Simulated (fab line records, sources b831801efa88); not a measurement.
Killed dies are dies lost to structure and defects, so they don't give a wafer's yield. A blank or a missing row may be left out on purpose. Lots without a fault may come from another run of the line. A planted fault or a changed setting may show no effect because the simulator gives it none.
One fault seen from 2 desks | flow gf180mcu | each desk has only its own numbers; what lay behind them comes last

THE METROLOGY DESK
What the gauges read, lot by lot, whatever tool the lot ran on: means of the sampled wafers that have a number. A lot is out of limits, marked OUT, if its mean lies more than 4 standard deviations from the usual mean; the brackets give that distance.
Columns: A = M1_ALCU_THK at GF_M1_THK_MEAS_06, usual 449 nm; B = V1_BOW at GF_V1_BOW_MEAS_05, usual 81 um
lot  | first seen here | A   | B
L479 | day 16 10:35    | 449 | 71
L480 | day 16 12:53    | 449 | 75
L481 | day 16 20:47    | 451 | 76
L488 | day 19 10:47    | 451 | 78
L489 | day 19 17:59    | 447 | 84
L492 | day 20 19:49    | 449 | 68
L493 | day 21 04:31    | 453 | 88
L495 | day 21 18:40    | 447 | 72
L497 | day 22 16:44    | 450 | 76
L498 | day 22 23:14    | 454 | 86
L499 | day 23 04:19    | 445 | 91
L501 | day 23 21:13    | 444 | 89
L502 | day 24 14:40    | 462 | 92
This desk's finding: nothing out of limits on any of the 13 lots.

THE TOOL OWNER'S DESK: plasma_asher-01
The tool's own readings at GF_M1_STRIP_17 (strips in O2/N2): means of the sampled wafers that have a number, for each lot that ran on this tool. A lot is out of limits, marked OUT, if its mean lies more than 4 standard deviations from the usual mean; the brackets give that distance.
Columns: A = drypump_motor_current_A at GF_M1_STRIP_17, usual 5.6 A; B = heater_power_w at GF_M1_STRIP_17, usual 322 W; C = o2_flow_sccm at GF_M1_STRIP_17, usual 3000 sccm; D = oes_product_au at GF_M1_STRIP_17, usual 0.537 a.u.; E = strip_time_to_endpoint_s at GF_M1_STRIP_17, usual 7.39 s
lot  | first seen here | A   | B   | C              | D     | E
L480 | day 17 09:26    | 5.7 | 331 | 3004           | 0.534 | 7.40
L488 | day 20 11:07    | 5.7 | 331 | 2395 (-64) OUT | 0.529 | 7.51
L489 | day 20 18:43    | 5.6 | 340 | 2394 (-64) OUT | 0.533 | 7.50
L498 | day 23 21:46    | 5.7 | 331 | 2992           | 0.539 | 7.38
L499 | day 24 03:00    | 5.6 | 341 | 3007           | 0.534 | 7.40
L502 | day 25 12:19    | 5.6 | 343 | 3006           | 0.539 | 7.39
This desk's finding: out of limits on L488, L489; first on L488, day 20 11:07 (o2_flow_sccm at GF_M1_STRIP_17). In limits: L480, L498, L499, L502.

PUT TOGETHER
The tool owner's desk could have raised an alarm at day 20 11:07, on L488, L489.
The metrology desk saw nothing out of limits.
The metrology desk has L488, L489 on record, within its limits.
Of the lots named, all ran GF_M1_STRIP_17 on plasma_asher-01.

WHAT THE SIMULATOR HAD PUT IN
Process parameter drift: plasma_asher-01, from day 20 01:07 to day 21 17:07, at GF_M1_STRIP_17. Setting o2_flow_sccm, moved by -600, from 3000. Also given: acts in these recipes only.
Lots struck among those shown: L488, L489.
Hours from the fault's start to each desk's first reading out of limits: the tool owner's desk, 10.
